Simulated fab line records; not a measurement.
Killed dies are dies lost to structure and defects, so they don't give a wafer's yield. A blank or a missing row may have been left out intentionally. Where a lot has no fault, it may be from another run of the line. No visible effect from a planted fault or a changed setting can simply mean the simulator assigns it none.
A single fault, viewed from 2 desks || flow sky130 || each desk holds nothing but its own numbers, with what lay behind them at the end

## AT THE TOOL OWNER'S DESK: iline_stepper-01
The tool's own readings at SKY_NWELL_EXPOSE_07 (exposes mask NWM, target cd 840 nm): means of the sampled wafers that have a number, for each lot that ran on this tool. Any lot whose mean is over 4 standard deviations away from the usual mean is out of limits and marked OUT; that distance is given in the brackets.
Columns: A = exposure_dose_mJ_cm2 at SKY_NWELL_EXPOSE_07, usual 255.11; B = reticle_temp_C at SKY_NWELL_EXPOSE_07, usual 23.00 C
{"lot": "L986", "first seen here": "day 4 10:11", "A": 255.04, "B": 22.94}
{"lot": "L991", "first seen here": "day 5 15:08", "A": 254.63, "B": 22.96}
{"lot": "L992", "first seen here": "day 5 21:53", "A": 255.21, "B": 23.03}
{"lot": "L993", "first seen here": "day 6 02:34", "A": 255.03, "B": 22.95}
{"lot": "L995", "first seen here": "day 6 11:44", "A": "287.97 (+99 or more) OUT", "B": 23.05}
{"lot": "L997", "first seen here": "day 7 04:55", "A": "288.11 (+99 or more) OUT", "B": 22.91}
{"lot": "L999", "first seen here": "day 7 12:30", "A": "288.08 (+99 or more) OUT", "B": 22.93}
{"lot": "L103", "first seen here": "day 8 12:20", "A": "287.95 (+99 or more) OUT", "B": 23.21}
Finding of this desk: L103, L995, L997, L999 out of limits; the first was L995 at day 6 11:44, on exposure_dose_mJ_cm2 at SKY_NWELL_EXPOSE_07. In limits: L986, L991, L992, L993.

## AT THE METROLOGY DESK
What the gauges read for every lot (on any tool): the sampled wafers with a number, averaged. Any lot whose mean is over 4 standard deviations away from the usual mean is out of limits and marked OUT; that distance is given in the brackets.
Columns: A = SONOS_TUNNEL_TW at SKY_SONOS_TUNNEL_TW_MEAS_12, usual 196.9; B = cd_nm at SKY_CONTACT_CD_MEAS_14, usual 169.6 nm
{"lot": "L986", "first seen here": "day 11 13:59", "A": 196.5, "B": 170.3}
{"lot": "L989", "first seen here": "day 12 18:08", "A": 198.6, "B": 172.2}
{"lot": "L991", "first seen here": "day 13 10:43", "A": 198.0, "B": 168.5}
{"lot": "L992", "first seen here": "day 13 17:04", "A": 197.7, "B": 169.4}
{"lot": "L993", "first seen here": "day 13 23:26", "A": 197.3, "B": 169.3}
{"lot": "L994", "first seen here": "day 14 05:15", "A": 198.8, "B": 168.4}
{"lot": "L995", "first seen here": "day 14 10:47", "A": 196.0, "B": 168.0}
{"lot": "L996", "first seen here": "day 15 02:36", "A": 198.2, "B": 168.6}
{"lot": "L997", "first seen here": "day 15 10:32", "A": 198.1, "B": 169.1}
{"lot": "L999", "first seen here": "day 15 21:31", "A": 195.7, "B": 169.4}
{"lot": "L101", "first seen here": "day 16 13:22", "A": 197.3, "B": 167.6}
{"lot": "L103", "first seen here": "day 17 07:07", "A": 198.0, "B": 171.4}
{"lot": "L108", "first seen here": "day 18 21:43", "A": 197.7, "B": 169.2}
This desk's finding: nothing out of limits on any of the 13 lots.

## PUT TOGETHER
At day 6 11:44, on L103, L995, L997, L999, the tool owner's desk was in a position to raise an alarm.
At the metrology desk, nothing out of limits was observed.
The metrology desk has L103, L995, L997, L999 on record, within its limits.
The lots listed all ran SKY_NWELL_EXPOSE_07 on iline_stepper-01.

## WHAT HAD BEEN PUT IN BY THE SIMULATOR
Drift in process parameters on iline_stepper-01 at SKY_NWELL_EXPOSE_07, starting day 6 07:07. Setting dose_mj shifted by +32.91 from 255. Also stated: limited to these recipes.
Lots struck among those shown: L103, L995, L997, L999.
Time in hours from fault onset to the first out-of-limits reading at each desk: the tool owner's desk, 5.
